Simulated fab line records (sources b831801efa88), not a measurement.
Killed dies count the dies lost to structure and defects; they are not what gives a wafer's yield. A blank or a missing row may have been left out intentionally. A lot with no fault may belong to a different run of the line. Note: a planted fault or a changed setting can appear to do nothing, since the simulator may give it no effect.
fab line records + flow sfq_line
[record]
- lots = 6
- wafers = 18
- last_day = 96
route steps=325 shown I2@107 M3@118
lots that met no fault: from a run of the same line without faults
start_h: the number of hours between the record's first day and the start of the first shown wafer of the lot + wait_h: hours from the lot's prior step to this one + " repeats the value in the row above + L1.1+2: a row that stands for several wafers + - no value present, or no start provided + * or withheld: withheld + < > ~ a bound
route shown NAME@n: names a module that has steps shown in the file, with the first one's number in the route + usual: the fault-free wafers' mean and standard deviation + same: alike in all rows + chamber/n: place in a boat + sites: per-site readings + _std_site: the values' standard deviation + _edge_site: inner sites' mean taken away from outer sites' mean + radius_mm: how far each site lies from the wafer's centre + mask NAME#n: copy n + behind: the most recent tool/chamber to have shaped the wafer + hold: cause of the lot's hold/its duration in hours/its outcome + device: the transistor (n, p or np) that didn't switch + end of line: tests run on the same wafers once the route is complete + a step given without rows: its recipe and nothing more + killed: at the first sort, the dies lost to defects and structure; wafer yield is something else + map: dies across one wafer; x = killed, . = not, _ = none there
set.NAME: the setting the step ran with; set.NAME@STEP: the setting that earlier step ran with + model.NAME: the simulator's own value behind a step, which no gauge read
a table for each step, a row for each wafer; lots at some steps of the route
services: when a tool's chamber went out of use (start_h, in hours from the record's first day, below 0 if earlier), for how many hours, and the reason
[[steps]]
[step SFQ_TRILAYER_I2_VIA_LITHO_COAT_072]
[recipe]
- resist = BARC
- spin_rpm = 3000
- resist_thk_nm = 62
[step SFQ_TRILAYER_I2_VIA_LITHO_COAT_067]
[recipe]
- resist = KrF
- spin_rpm = 3000
- resist_thk_nm = 650
[step SFQ_TRILAYER_I2_VIA_LITHO_SOFTBAKE_071]
[recipe]
- temp_c = withheld
- time_s = withheld
- resist = KrF
[step SFQ_TRILAYER_I2_VIA_LITHO_EXPOSE_068]
[recipe]
- mask_id = I2
- na = 0.6
- source_shape = conventional
- sigma_outer = 0.65
- target_cd_nm = 500
- dose_mj = 21.3
[step SFQ_TRILAYER_I2_VIA_LITHO_PEB_070]
[recipe]
- peb_temp_c = 115
- peb_time_s = 60
- resist = KrF
[step SFQ_TRILAYER_I2_VIA_LITHO_DEVELOP_069]
[recipe]
- time_s = 60
- resist = KrF
[step SFQ_I2_OVL_MEAS_918]
[usual]
- I2_OVL = 1/6
| lot.wafer | tool       | chamber | start_h | wait_h | I2_OVL[nm] |
|-----------|------------|---------|---------|--------|------------|
| L240.2    | overlay-01 | -       | 1024.97 | 0.1    | 8          |
| L240.3    | "          | -       | "       | "      | 10         |
| L240.4    | "          | -       | "       | "      | 6          |
| L247.1    | overlay-01 | -       | 1097.87 | 0.1    | 2          |
| L247.2    | "          | -       | "       | "      | 3          |
| L247.3    | "          | -       | "       | "      | 4          |
| L248.2    | overlay-02 | -       | 1106.28 | 0.1    | -18        |
| L248.3    | "          | -       | "       | "      | -9         |
| L248.5    | "          | -       | "       | "      | -7         |
| L256.3    | overlay-02 | -       | 1173.40 | 0.1    | 8          |
| L256.4    | "          | -       | "       | "      | 6          |
| L256.5    | "          | -       | "       | "      | 4          |
| L260.1    | overlay-02 | -       | 1219.23 | 0.1    | 5          |
| L260.3    | "          | -       | "       | "      | 4          |
| L260.5    | "          | -       | "       | "      | 1          |
| L261.1    | overlay-02 | -       | 1228.96 | 0.1    | 5          |
| L261.2    | "          | -       | "       | "      | 5          |
| L261.3    | "          | -       | "       | "      | 6          |
[step SFQ_TRILAYER_I2_VIA_BARC_OPEN_VIA_ETCH_096]
[recipe]
- mask_material = PR
- chemistry = O2
- target_depth_nm = 125
- target = BARC
- source_w = 500
- bias_w = 80
- pressure_mtorr = 30
- time_s = 40.49
[usual]
- drypump_motor_current_A = 5.9/0.36
- oes_product_au = 0.694/0.0044
[same]
- time_s = 40.49
| lot.wafer | tool        | chamber | start_h | wait_h | drypump_motor_current_A | oes_product_au | rf_hours_counter_h |
|-----------|-------------|---------|---------|--------|-------------------------|----------------|--------------------|
| L240.2    | rie_diel-01 | 1       | 1025.00 | 0.0    | 5.9                     | 0.698          | 0                  |
| L240.3    | "           | 0       | "       | "      | 5.4                     | 0.692          | 7                  |
| L240.4    | "           | 3       | "       | "      | 5.3                     | 0.688          | 9                  |
| L247.1    | rie_diel-04 | 0       | 1097.91 | 0.0    | 6.0                     | 0.701          | 7                  |
| L247.2    | "           | 2       | "       | "      | 6.2                     | 0.697          | 8                  |
| L247.3    | "           | 1       | "       | "      | 5.3                     | 0.699          | 3                  |
| L248.2    | rie_diel-04 | 0       | 1106.31 | 0.0    | 6.0                     | 0.687          | 8                  |
| L248.3    | "           | 2       | "       | "      | 6.2                     | 0.688          | 8                  |
| L248.5    | "           | 2       | "       | "      | 6.2                     | 0.696          | -                  |
| L256.3    | rie_diel-04 | 1       | 1173.42 | 0.0    | 5.3                     | 0.695          | 4                  |
| L256.4    | "           | 0       | "       | "      | 6.0                     | 0.695          | 8                  |
| L256.5    | "           | 3       | "       | "      | 5.5                     | 0.690          | -                  |
| L260.1    | rie_diel-04 | 2       | 1219.27 | 0.0    | 6.2                     | 0.698          | 9                  |
| L260.3    | "           | 1       | "       | "      | 5.3                     | 0.696          | 5                  |
| L260.5    | "           | 1       | "       | "      | 5.3                     | 0.692          | -                  |
| L261.1    | rie_diel-04 | 1       | 1229.00 | 0.0    | 5.3                     | 0.690          | 5                  |
| L261.2    | "           | 2       | "       | "      | 6.2                     | 0.703          | 10                 |
| L261.3    | "           | 3       | "       | "      | 5.6                     | 0.690          | 15                 |
[step SFQ_TRILAYER_I2_VIA_ETCH_VIA_ETCH_070]
[recipe]
- target = SiO2
- stop_on = Nb
- mask_material = PR
- taper_deg = 20
- chemistry = CHF3
- target_depth_nm = 260
- source_w = 500
- bias_w = 80
- pressure_mtorr = 30
- time_s = withheld
[usual]
- drypump_motor_current_A = 5.9/0.35
- oes_product_au = 0.854/0.0053
| lot.wafer | tool        | chamber | start_h | wait_h | drypump_motor_current_A | oes_product_au |
|-----------|-------------|---------|---------|--------|-------------------------|----------------|
| L240.2    | rie_diel-01 | 1       | 1025.04 | 0.0    | 5.9                     | 0.855          |
| L240.3    | "           | 0       | "       | "      | 5.4                     | 0.850          |
| L240.4    | "           | 3       | "       | "      | 5.3                     | 0.858          |
| L247.1    | rie_diel-04 | 0       | 1097.95 | 0.0    | 6.0                     | 0.860          |
| L247.2    | "           | 2       | "       | "      | 6.2                     | 0.848          |
| L247.3    | "           | 1       | "       | "      | 5.3                     | 0.856          |
| L248.2    | rie_diel-04 | 0       | 1106.35 | 0.0    | 6.0                     | 0.863          |
| L248.3    | "           | 2       | "       | "      | 6.2                     | 0.849          |
| L248.5    | "           | 2       | "       | "      | 6.2                     | 0.852          |
| L256.3    | rie_diel-04 | 1       | 1173.46 | 0.0    | 5.3                     | 0.848          |
| L256.4    | "           | 0       | "       | "      | 6.0                     | 0.854          |
| L256.5    | "           | 3       | "       | "      | 5.6                     | 0.853          |
| L260.1    | rie_diel-04 | 2       | 1219.31 | 0.0    | 6.2                     | 0.860          |
| L260.3    | "           | 1       | "       | "      | 5.3                     | 0.851          |
| L260.5    | "           | 1       | "       | "      | 5.3                     | 0.850          |
| L261.1    | rie_diel-04 | 1       | 1229.04 | 0.0    | 5.3                     | 0.857          |
| L261.2    | "           | 2       | "       | "      | 6.2                     | 0.854          |
| L261.3    | "           | 3       | "       | "      | 5.6                     | 0.856          |
[step SFQ_TRILAYER_I2_VIA_STRIP_STRIP_071]
[recipe]
- gas = O2
- power_w = 200
- platen_temp_c = 40
- overash_fraction = 0.65
- chemistry = O2
- pressure_mtorr = 50
[usual]
- drypump_motor_current_A = 5.88/0.28
- oes_product_au = 0.999/0.0087
[same]
- overash_fraction = 0.65
| lot.wafer | tool         | chamber | start_h | wait_h | drypump_motor_current_A | oes_product_au | rf_hours_counter_h |
|-----------|--------------|---------|---------|--------|-------------------------|----------------|--------------------|
| L240.2    | rie_metal-03 | 0       | 1025.15 | -      | 6.33                    | 1.009          | 75                 |
| L240.3    | "            | 0       | "       | "      | 6.34                    | 1.003          | -                  |
| L240.4    | "            | 1       | "       | "      | 5.81                    | 1.006          | -                  |
| L247.1    | rie_metal-03 | 0       | 1098.06 | -      | 6.33                    | 0.995          | 84                 |
| L247.2    | "            | 1       | "       | "      | 5.80                    | 0.984          | 35                 |
| L247.3    | "            | 0       | "       | "      | 6.33                    | 1.002          | -                  |
| L248.2    | rie_metal-03 | 1       | 1106.46 | -      | 5.82                    | 0.993          | 35                 |
| L248.3    | "            | 0       | "       | "      | 6.33                    | 0.993          | -                  |
| L248.5    | "            | 0       | "       | "      | 6.35                    | 0.989          | -                  |
| L256.3    | rie_metal-03 | 1       | 1173.77 | -      | 5.81                    | 0.986          | -                  |
| L256.4    | "            | 0       | "       | "      | 6.35                    | 0.990          | -                  |
| L256.5    | "            | 0       | "       | "      | 6.34                    | 0.995          | -                  |
| L260.1    | rie_metal-01 | 0       | 1219.42 | -      | 5.63                    | 1.012          | 83                 |
| L260.3    | "            | 0       | "       | "      | 5.64                    | 1.005          | -                  |
| L260.5    | "            | 0       | "       | "      | 5.65                    | 1.018          | -                  |
| L261.1    | rie_metal-03 | 1       | 1229.15 | -      | 5.82                    | 1.000          | 52                 |
| L261.2    | "            | 0       | "       | "      | 6.31                    | 1.001          | 100                |
| L261.3    | "            | 0       | "       | "      | 6.35                    | 0.991          | -                  |
[step SFQ_TRILAYER_I2_VIA_STRIP_SOLV_CLEAN_072]
[recipe]
- chemistry = NMP
- temp_c = 70
- time_s = 600
[step SFQ_TRILAYER_M3_DEP_PRE_CLEAN_074]
[recipe]
- gas = Ar
- time_s = 22.5
- bias_v = 250
[step SFQ_TRILAYER_M3_DEP_SPUTTER_073]
[recipe]
- material = Nb
- base_pressure_pa = 1.33e-06
- chamber_pressure_pa = 0.1333
- substrate_temp_c = 20
- resputter_cathode_voltage_v = 400
- target_thk_nm = 200
- power_w = 2000
- time_s = 133.3
[usual]
- throttle_valve_pct = 29.8/0.98
[same]
- time_s = 133.3
| lot.wafer | tool           | chamber | start_h | wait_h | throttle_valve_pct |
|-----------|----------------|---------|---------|--------|--------------------|
| L240.2    | pvd_sputter-04 | -       | 1026.13 | 0.0    | 28.7               |
| L240.3    | "              | -       | "       | "      | 29.6               |
| L240.4    | "              | -       | "       | "      | 30.3               |
| L247.1    | pvd_sputter-06 | -       | 1098.87 | 0.0    | 28.9               |
| L247.2    | "              | -       | "       | "      | 28.5               |
| L247.3    | "              | -       | "       | "      | 31.7               |
| L247.1    | pvd_sputter-06 | -       | 1099.14 | 0.2    | 29.3               |
| L247.2    | "              | -       | "       | "      | 28.8               |
| L247.3    | "              | -       | "       | "      | 31.9               |
| L248.2    | pvd_sputter-04 | -       | 1107.27 | 0.0    | 30.5               |
| L248.3    | "              | -       | "       | "      | 30.2               |
| L248.5    | "              | -       | "       | "      | 30.3               |
| L248.2    | pvd_sputter-04 | -       | 1107.52 | 0.2    | 30.3               |
| L248.3    | "              | -       | "       | "      | 30.6               |
| L248.5    | "              | -       | "       | "      | 30.4               |
| L256.3    | pvd_sputter-03 | -       | 1174.38 | 0.0    | 30.2               |
| L256.4    | "              | -       | "       | "      | 30.3               |
| L256.5    | "              | -       | "       | "      | 30.2               |
| L260.1    | pvd_sputter-06 | -       | 1220.84 | 0.0    | 29.7               |
| L260.3    | "              | -       | "       | "      | 28.8               |
| L260.5    | "              | -       | "       | "      | 29.6               |
| L261.1    | pvd_sputter-03 | -       | 1229.95 | 0.0    | 29.5               |
| L261.2    | "              | -       | "       | "      | 30.1               |
| L261.3    | "              | -       | "       | "      | 30.4               |
[step SFQ_M3_RS_MEAS_919]
[recipe]
- thk_meas_gauge = four-point-probe
- reads = Nb_of_TRILAYER_M3_DEP_SPUTTER_073
[usual]
- M3_NB_RS = 0.890/0.0085
| lot.wafer | tool          | chamber | start_h | wait_h | M3_NB_RS[ohm/sq] |
|-----------|---------------|---------|---------|--------|------------------|
| L240.2    | film_metro-03 | -       | 1026.24 | 0.1    | 0.897            |
| L240.3    | "             | -       | "       | "      | 0.900            |
| L240.4    | "             | -       | "       | "      | 0.899            |
| L247.1    | film_metro-04 | -       | 1099.24 | 0.1    | 0.447            |
| L247.2    | "             | -       | "       | "      | 0.448            |
| L247.3    | "             | -       | "       | "      | 0.441            |
| L248.2    | film_metro-01 | -       | 1107.64 | 0.1    | 0.447            |
| L248.3    | "             | -       | "       | "      | 0.442            |
| L248.5    | "             | -       | "       | "      | 0.444            |
| L256.3    | film_metro-04 | -       | 1174.51 | 0.1    | 0.890            |
| L256.4    | "             | -       | "       | "      | 0.898            |
| L256.5    | "             | -       | "       | "      | 0.896            |
| L260.1    | film_metro-01 | -       | 1220.93 | 0.0    | 0.882            |
| L260.3    | "             | -       | "       | "      | 0.889            |
| L260.5    | "             | -       | "       | "      | 0.888            |
| L261.1    | film_metro-04 | -       | 1230.04 | 0.0    | 0.896            |
| L261.2    | "             | -       | "       | "      | 0.894            |
| L261.3    | "             | -       | "       | "      | 0.893            |
[step SFQ_TRILAYER_M3_LITHO_COAT_080]
[recipe]
- resist = BARC
- spin_rpm = 3000
- resist_thk_nm = 62
[step SFQ_TRILAYER_M3_LITHO_COAT_075]
[recipe]
- resist = KrF
- spin_rpm = 3000
- resist_thk_nm = 600
[step SFQ_TRILAYER_M3_LITHO_SOFTBAKE_079]
[recipe]
- temp_c = withheld
- time_s = withheld
- resist = KrF
[step SFQ_TRILAYER_M3_LITHO_EXPOSE_076]
[recipe]
- mask_id = M3
- na = 0.6
- source_shape = conventional
- sigma_outer = 0.65
- target_cd_nm = 500
- dose_mj = 14.4
[step SFQ_TRILAYER_M3_LITHO_PEB_078]
[recipe]
- peb_temp_c = 115
- peb_time_s = 60
- resist = KrF
[step SFQ_TRILAYER_M3_LITHO_DEVELOP_077]
[recipe]
- time_s = 60
- resist = KrF
[step SFQ_M3_OVL_MEAS_921]
[usual]
- M3_OVL = 1/4.7
| lot.wafer | tool       | chamber | start_h | wait_h | M3_OVL[nm] |
|-----------|------------|---------|---------|--------|------------|
| L240.2    | overlay-01 | -       | 1028.66 | 0.1    | -1         |
| L240.3    | "          | -       | "       | "      | -3         |
| L240.4    | "          | -       | "       | "      | 4          |
| L247.1    | overlay-01 | -       | 1101.67 | 0.1    | 5          |
| L247.2    | "          | -       | "       | "      | 3          |
| L247.3    | "          | -       | "       | "      | 2          |
| L248.2    | overlay-01 | -       | 1110.05 | 0.1    | 0          |
| L248.3    | "          | -       | "       | "      | -4         |
| L248.5    | "          | -       | "       | "      | -4         |
| L256.3    | overlay-01 | -       | 1312.79 | 0.1    | 4          |
| L256.4    | "          | -       | "       | "      | 5          |
| L256.5    | "          | -       | "       | "      | 2          |
| L260.1    | overlay-01 | -       | 1353.70 | 0.1    | 1          |
| L260.3    | "          | -       | "       | "      | -3         |
| L260.5    | "          | -       | "       | "      | 0          |
| L261.1    | overlay-02 | -       | 1362.23 | 0.1    | -6         |
| L261.2    | "          | -       | "       | "      | 1          |
| L261.3    | "          | -       | "       | "      | -7         |
[step SFQ_TRILAYER_M3_BARC_OPEN_METAL_ETCH_100]
[recipe]
- mask_material = PR
- chemistry = O2
- target_depth_nm = 125
- target = BARC
- icp_w = 600
- bias_w = 80
- pressure_mtorr = 10
- time_s = 41.7
[usual]
- drypump_motor_current_A = 5.9/0.33
- oes_product_au = 0.685/0.0047
[same]
- time_s = 41.7
| lot.wafer | tool         | chamber | start_h | wait_h | drypump_motor_current_A | oes_product_au | rf_hours_counter_h |
|-----------|--------------|---------|---------|--------|-------------------------|----------------|--------------------|
| L240.2    | rie_metal-01 | 1       | 1028.69 | 0.0    | 5.9                     | 0.692          | 90                 |
| L240.3    | "            | 0       | "       | "      | 5.6                     | 0.679          | -                  |
| L240.4    | "            | 1       | "       | "      | 5.9                     | 0.683          | -                  |
| L247.1    | rie_metal-04 | 1       | 1101.71 | 0.0    | 6.3                     | 0.687          | 91                 |
| L247.2    | "            | 1       | "       | "      | 6.3                     | 0.691          | -                  |
| L247.3    | "            | 1       | "       | "      | 6.3                     | 0.683          | -                  |
| L248.2    | rie_metal-04 | 1       | 1110.08 | 0.0    | 6.4                     | 0.683          | 93                 |
| L248.3    | "            | 0       | "       | "      | 5.7                     | 0.677          | -                  |
| L248.5    | "            | 1       | "       | "      | 6.4                     | 0.690          | -                  |
| L256.3    | rie_metal-02 | 1       | 1312.83 | 0.0    | 6.0                     | 0.684          | -                  |
| L256.4    | "            | 0       | "       | "      | 5.5                     | 0.690          | -                  |
| L256.5    | "            | 0       | "       | "      | 5.4                     | 0.687          | -                  |
| L260.1    | rie_metal-02 | 1       | 1353.74 | 0.0    | 6.0                     | 0.689          | 87                 |
| L260.3    | "            | 1       | "       | "      | 6.0                     | 0.689          | -                  |
| L260.5    | "            | 1       | "       | "      | 6.0                     | 0.692          | -                  |
| L261.1    | rie_metal-04 | 0       | 1362.26 | 0.0    | 5.7                     | 0.679          | 32                 |
| L261.2    | "            | 1       | "       | "      | 6.4                     | 0.681          | 120                |
| L261.3    | "            | 1       | "       | "      | 6.4                     | 0.685          | -                  |
[step SFQ_TRILAYER_M3_ETCH_METAL_ETCH_078]
[recipe]
- target = Nb
- stop_on = SiO2
- mask_material = PR
- chemistry = Cl2/Ar
- target_depth_nm = 240
- icp_w = 600
- bias_w = 80
- pressure_mtorr = 10
- time_s = 120
[usual]
- drypump_motor_current_A = 5.9/0.32
- oes_product_au = 0.894/0.007
[same]
- time_s = 120
| lot.wafer | tool         | chamber | start_h | wait_h | drypump_motor_current_A | oes_product_au | rf_hours_counter_h | model.M3.feature_depth_nm | model.etch.depth_nm |
|-----------|--------------|---------|---------|--------|-------------------------|----------------|--------------------|---------------------------|---------------------|
| L240.2    | rie_metal-01 | 1       | 1028.75 | 0.0    | 5.9                     | 0.888          | 90                 | 197.7                     | 197.7               |
| L240.3    | "            | 0       | "       | "      | 5.6                     | 0.891          | -                  | 197.7                     | 197.7               |
| L240.4    | "            | 1       | "       | "      | 5.9                     | 0.890          | -                  | 198                       | 198                 |
| L247.1    | rie_metal-04 | 1       | 1101.83 | 0.1    | 6.4                     | 0.997          | 91                 | 239                       | 239                 |
| L247.2    | "            | 1       | "       | "      | 6.4                     | 1.008          | -                  | 241.5                     | 241.5               |
| L247.3    | "            | 1       | "       | "      | 6.4                     | 1.006          | -                  | 239.8                     | 239.8               |
| L248.2    | rie_metal-04 | 1       | 1110.14 | 0.0    | 6.4                     | 1.006          | 93                 | 241.9                     | 241.9               |
| L248.3    | "            | 0       | "       | "      | 5.7                     | 1.004          | -                  | 238.2                     | 238.2               |
| L248.5    | "            | 1       | "       | "      | 6.4                     | 0.995          | -                  | 239.4                     | 239.4               |
| L256.3    | rie_metal-02 | 1       | 1312.91 | 0.1    | 6.0                     | 0.895          | -                  | 200.2                     | 200.2               |
| L256.4    | "            | 0       | "       | "      | 5.5                     | 0.881          | -                  | 198.5                     | 198.5               |
| L256.5    | "            | 0       | "       | "      | 5.5                     | 0.892          | -                  | 199                       | 199                 |
| L260.1    | rie_metal-02 | 1       | 1353.86 | 0.1    | 6.0                     | 0.900          | 87                 | 201.3                     | 201.3               |
| L260.3    | "            | 1       | "       | "      | 6.0                     | 0.898          | -                  | 199.8                     | 199.8               |
| L260.5    | "            | 1       | "       | "      | 6.0                     | 0.886          | -                  | 200.4                     | 200.4               |
| L261.1    | rie_metal-04 | 0       | 1362.32 | 0.0    | 5.7                     | 0.888          | 32                 | 198.4                     | 198.4               |
| L261.2    | "            | 1       | "       | "      | 6.4                     | 0.888          | 120                | 199.1                     | 199.1               |
| L261.3    | "            | 1       | "       | "      | 6.4                     | 0.902          | -                  | 199.6                     | 199.6               |
[step SFQ_TRILAYER_M3_STRIP_STRIP_079]
[recipe]
- gas = O2
- power_w = 200
- platen_temp_c = 40
- overash_fraction = 0.65
- chemistry = O2
- pressure_mtorr = 50
[usual]
- drypump_motor_current_A = 5.9/0.31
- oes_product_au = 0.996/0.0069
[same]
- overash_fraction = 0.65
| lot.wafer | tool         | chamber | start_h | wait_h | drypump_motor_current_A | oes_product_au | rf_hours_counter_h |
|-----------|--------------|---------|---------|--------|-------------------------|----------------|--------------------|
| L240.2    | rie_metal-01 | 1       | 1029.58 | 0.8    | 5.9                     | 0.993          | 90                 |
| L240.3    | "            | 0       | "       | "      | 5.6                     | 0.999          | -                  |
| L240.4    | "            | 1       | "       | "      | 5.9                     | 0.995          | -                  |
| L247.1    | rie_metal-04 | 1       | 1102.08 | 0.2    | 6.4                     | 1.005          | 92                 |
| L247.2    | "            | 1       | "       | "      | 6.4                     | 1.008          | -                  |
| L247.3    | "            | 1       | "       | "      | 6.4                     | 0.998          | -                  |
| L248.2    | rie_metal-04 | 1       | 1110.27 | 0.1    | 6.4                     | 0.986          | 93                 |
| L248.3    | "            | 0       | "       | "      | 5.7                     | 0.994          | -                  |
| L248.5    | "            | 1       | "       | "      | 6.4                     | 0.989          | -                  |
| L256.3    | rie_metal-02 | 1       | 1313.20 | 0.2    | 6.0                     | 0.996          | -                  |
| L256.4    | "            | 0       | "       | "      | 5.5                     | 0.996          | -                  |
| L256.5    | "            | 0       | "       | "      | 5.5                     | 0.992          | -                  |
| L260.1    | rie_metal-02 | 1       | 1354.11 | 0.2    | 6.0                     | 0.990          | 88                 |
| L260.3    | "            | 1       | "       | "      | 6.0                     | 0.985          | -                  |
| L260.5    | "            | 1       | "       | "      | 6.0                     | 0.997          | -                  |
| L261.1    | rie_metal-04 | 0       | 1362.45 | 0.1    | 5.7                     | 0.996          | 33                 |
| L261.2    | "            | 1       | "       | "      | 6.4                     | 1.005          | 120                |
| L261.3    | "            | 1       | "       | "      | 6.4                     | 0.998          | -                  |
[[services]]
| tool           | chamber | start_h | hours | kind   |
|----------------|---------|---------|-------|--------|
| rie_metal-01   | -       | 1012.43 | 4.3   | pm     |
| rie_diel-04    | -       | 1032.64 | 1.8   | repair |
| rie_metal-03   | -       | 1047.43 | 14.0  | repair |
| pvd_sputter-04 | -       | 1060.25 | 10.9  | repair |
| rie_diel-04    | -       | 1104.49 | 0.1   | repair |
| rie_metal-01   | 1       | 1106.35 | 1.9   | repair |
| pvd_sputter-04 | -       | 1141.63 | 3.3   | repair |
| rie_metal-03   | 0       | 1185.84 | 1.7   | repair |
| rie_metal-03   | -       | 1190.64 | 2.8   | pm     |
| pvd_sputter-04 | -       | 1197.66 | 9.9   | repair |
| rie_diel-04    | 3       | 1217.40 | 7.2   | repair |
| pvd_sputter-04 | -       | 1218.75 | 1.4   | repair |
| rie_diel-04    | -       | 1230.38 | 14.6  | pm     |
| rie_metal-01   | -       | 1233.49 | 2.8   | pm     |
| rie_metal-03   | -       | 1244.11 | 5.7   | repair |
| rie_metal-04   | 1       | 1249.74 | 12.6  | repair |
| rie_diel-04    | 2       | 1257.81 | 15.9  | repair |
| pvd_sputter-06 | -       | 1272.68 | 0.8   | repair |
| pvd_sputter-04 | -       | 1280.10 | 9.1   | repair |
| rie_metal-01   | -       | 1285.56 | 14.6  | repair |
| rie_diel-04    | 0       | 1311.28 | 4.6   | repair |
| rie_metal-04   | -       | 1315.15 | 28.1  | pm     |
| rie_diel-04    | 0       | 1355.72 | 14.5  | repair |
| rie_metal-02   | -       | 1361.70 | 2.8   | pm     |
[[key]]
[first_sign]
- step = SFQ_TRILAYER_M3_DEP_SPUTTER_073
- reading = visit
- direction = added
[effect]
- step = SFQ_M3_RS_MEAS_919
- reading = M3_NB_RS
- direction = down
- sigmas = 53
- usual = 0.890
- struck = 0.445
[effect]
- step = SFQ_TRILAYER_M3_ETCH_METAL_ETCH_078
- reading = oes_product_au
- direction = up
- sigmas = 15
- usual = 0.894
- struck = 1.002
[model_effect]
- step = SFQ_TRILAYER_M3_ETCH_METAL_ETCH_078
- value = M3.feature_depth_nm
- without = 199.1
- struck = 240
met_at SFQ_TRILAYER_M3_DEP_SPUTTER_073
struck_wafers L247.1,L247.2,L247.3,L248.2,L248.3,L248.5
[fault]
- kind = repeated_step_whole
- tool = pvd_sputter-03,pvd_sputter-04,pvd_sputter-06
- chamber = -
- onset_h = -
- steps = SFQ_TRILAYER_M3_DEP_SPUTTER_073
- times = 1
- scope = struck_lots_only
